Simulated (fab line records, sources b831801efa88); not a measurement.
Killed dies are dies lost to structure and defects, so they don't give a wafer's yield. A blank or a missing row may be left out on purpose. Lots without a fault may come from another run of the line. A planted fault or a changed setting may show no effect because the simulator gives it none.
Chamber matching | flow gf180mcu | GF_V4_CMP_26 on cmp-02: 4 sister chambers
The step polishes, stops on SiO2, t overpolish 15 s, target thk 0 nm. 4 wafers are shown with their chamber, then 10 later ones without.

WAFERS WITH THEIR CHAMBER
wafer  | chamber | motor_current_A (A)
L781.1 | 0       | 11.0
L785.5 | 3       | 9.8
L787.2 | 2       | 12.7
L787.4 | 1       | 10.9

WAFERS WITHOUT THEIR CHAMBER
wafer  | motor_current_A (A)
L787.5 | 10.6
L788.2 | 10.9
L788.4 | 11.2
L788.6 | 10.7
L789.1 | 11.3
L789.2 | 11.1
L789.3 | 12.2
L792.3 | 10.1
L792.4 | 11.0
L792.5 | 12.6

WHICH CHAMBER EACH WENT THROUGH
wafer  | from the rows above     | in truth
L787.5 | can't be placed: 1 or 0 | 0
L788.2 | can't be placed: 1 or 0 | 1
L788.4 | can't be placed: 0 or 1 | 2
L788.6 | can't be placed: 1 or 0 | 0
L789.1 | can't be placed: 0 or 1 | 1
L789.2 | can't be placed: 0 or 1 | 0
L789.3 | 2                       | 2
L792.3 | 3                       | 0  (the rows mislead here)
L792.4 | can't be placed: 0 or 1 | 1
L792.5 | 2                       | 2
Placed correctly: 2 of 10. Can't be placed from these rows: 7 (the true chamber is among the candidates in 6). Placed wrongly: 1.
How it was worked out, from the rows above alone: a wafer's distance from a chamber is the root of the sum, over the readings, of the square of ((its reading less the chamber's mean) divided by the reading's scatter). The wafer belongs to the nearest chamber; if the next one is less than 2 further off, it can't be placed. A chamber's mean is the mean of its shown wafers. The scatter: with one shown wafer a chamber, the root of the mean of the squares of how far each hidden wafer lies from its nearest shown one.
